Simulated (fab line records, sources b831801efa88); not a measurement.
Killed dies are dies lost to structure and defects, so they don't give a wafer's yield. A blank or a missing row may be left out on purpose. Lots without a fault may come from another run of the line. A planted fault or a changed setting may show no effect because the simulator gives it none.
A struck lot beside a sound one | flow sky130 | 28 steps out of a route of 708
Sound: wafers L406.1, L406.4, L406.6. Struck: wafer L389.2. (L389.5, L389.6 of the same lot were not struck and are left out.) The cause comes at the end.
At each step with rows: each side's tool, then ch and its chambers, then its first start. Under that, the readings that differ: sound wafers | struck wafers | difference of the means | sigmas: that difference in standard deviations of wafers without a fault.
alike: readings whose means differ by less than 2 such deviations, and words and numbers that are the same on both sides. not compared: withheld readings, readings that some wafer has no value for, bounds like >300 that may hide the same value, and numbers for which the record gives no deviation and whose values overlap.
The two part at a step that has a row with sigmas, a row that says differs or no value, or rows on one side only. Numbers that don't overlap but have no deviation are shown without sigmas and don't part them. A reading that every wafer of one side lacks parts them only if that side has two wafers or more.

first, 10 steps without rows for these wafers: SKY_CONTACT_ETCH_18 (etches Si3N4 in CHF3/O2, stops on TiN, time 39 s, target depth 75 nm); SKY_CONTACT_STRIP_19 (strips in O2/N2); SKY_CONTACT_STRIP_20 (strips in post etch residue remover, time 1200 s); SKY_CONTACT_CLEAN_21 (cleans in IPA, time 180 s); SKY_CONTACT_CLEAN_22 (cleans in O3/DIW); SKY_CONTACT_SPUTTER_23 (material TiN, target thk 20 nm, time 80 s); SKY_CONTACT_CVD_24 (deposits W, target thk 340 nm, time 102.12 s); SKY_CONTACT_CMP_27 (polishes, stops on SiO2, t overpolish 15 s, target thk 0 nm); SKY_METAL1_SPUTTER_00 (material Ti, target thk 15 nm, time 10 s); SKY_METAL1_SPUTTER_01 (material TiN, target thk 20 nm, time 16.7 s).
SKY_METAL1_SPUTTER_02: material AlCu, target thk 250 nm, time 13.3 s.
  sound on pvd_sputter-03, day 38 10:41; struck on pvd_sputter-03, day 33 05:54
  reading                                     | sound           | struck | difference | sigmas
  model.AlCu_of_METAL1_SPUTTER_02.thk_nm (nm) | 250.2 250.6 250 | 329    | +79        |
  alike: cathode_dc_power_W, throttle_valve_pct
then, 2 steps without rows for these wafers: SKY_METAL1_SPUTTER_03 (material Ti, target thk 5 nm, time 3.3 s); SKY_METAL1_SPUTTER_04 (material TiN, target thk 70 nm, time 58.3 s).
SKY_METAL1_RS_MEAS_05: measures by four-point-probe.
  sound on film_metro-02, day 38 10:46; struck on film_metro-02, day 33 06:01
  reading                 | sound                | struck | difference | sigmas
  METAL1_ALCU_RS (ohm/sq) | 0.1263 0.1261 0.1266 | 0.0954 | -0.0309    | -24
SKY_METAL1_THK_MEAS_06: measures by xrf.
  sound on film_metro-02, day 38 10:53; struck on film_metro-02, day 33 06:07
  reading              | sound             | struck | difference | sigmas
  METAL1_ALCU_THK (nm) | 252.3 253.7 251.9 | 333.1  | +80.5      | +30
then, 10 steps without rows for these wafers: SKY_METAL1_DEHYDRATE_07 (time 60 s); SKY_METAL1_HMDS_08 (prime time 60 s); SKY_METAL1_COAT_09 (resist thk 60 nm); SKY_METAL1_COAT_10 (resist thk 450 nm); SKY_METAL1_SOFTBAKE_11 (time 90 s); SKY_METAL1_EXPOSE_12 (exposes mask MM1, target cd 140 nm); SKY_METAL1_PEB_13; SKY_METAL1_DEVELOP_14 (develop time 60 s); SKY_METAL1_DESCUM_17 (chemistry O2, time 8 s); SKY_METAL1_ETCH_18 (etches BARC in N2/H2, stops on SiO2, time 45.9 s, target depth 60 nm).
SKY_METAL1_METAL_ETCH_19: etches the open film in Cl2/BCl3, stops on SiO2, target depth 360 nm, time 78 s.
  sound on rie_metal-04 ch 0,1, day 39 12:13; struck on rie_metal-03 ch 1, day 34 09:12
  reading               | sound             | struck | difference | sigmas
  oes_product_au (a.u.) | 0.855 0.853 0.848 | 0.912  | +0.060     | +9
  alike: drypump_motor_current_A, he_backside_leak_sccm, throttle_valve_pct
  not compared: rf_hours_counter_h
then, 1 step without rows for these wafers: SKY_METAL1_STRIP_20 (strips in O2/N2).
-- the record jumps here: 13 days lie between the struck wafers' starts before and after (it left off in module METAL1 and takes up again in module PAD_OPEN, whose first step shown is number 708 of the route) --
SKY_PAD_OPEN_PROBE_99:
  sound on prober-01, day 50 15:14; struck on prober-02, day 46 23:13
  reading                      | sound                | struck  | difference | sigmas
  killed_at_other              | 0 0 0                | 1       | +1         | +2
  model.etest.met1.line_ohm_um | 0.8783 0.891 0.9025  | 0.7102  | -0.1804    |
  model.etest.met1.rs_ohm_sq   | 0.1265 0.1274 0.1272 | 0.09661 | -0.03042   |
  alike: defect_limited_yield, killed_at_M0_to_M3, killed_at_M4_up, killed_at_contacts, killed_at_front_end, killed_dies, killed_open, killed_short, sort_bin_3_pad_short, sort_bin_5_function, sort_bin_6_memory, sort_n_pass, sort_yield_pct

WHERE THEY PART
First at SKY_METAL1_RS_MEAS_05; last, within this record, at SKY_PAD_OPEN_PROBE_99.

WHY: what the simulator had put in
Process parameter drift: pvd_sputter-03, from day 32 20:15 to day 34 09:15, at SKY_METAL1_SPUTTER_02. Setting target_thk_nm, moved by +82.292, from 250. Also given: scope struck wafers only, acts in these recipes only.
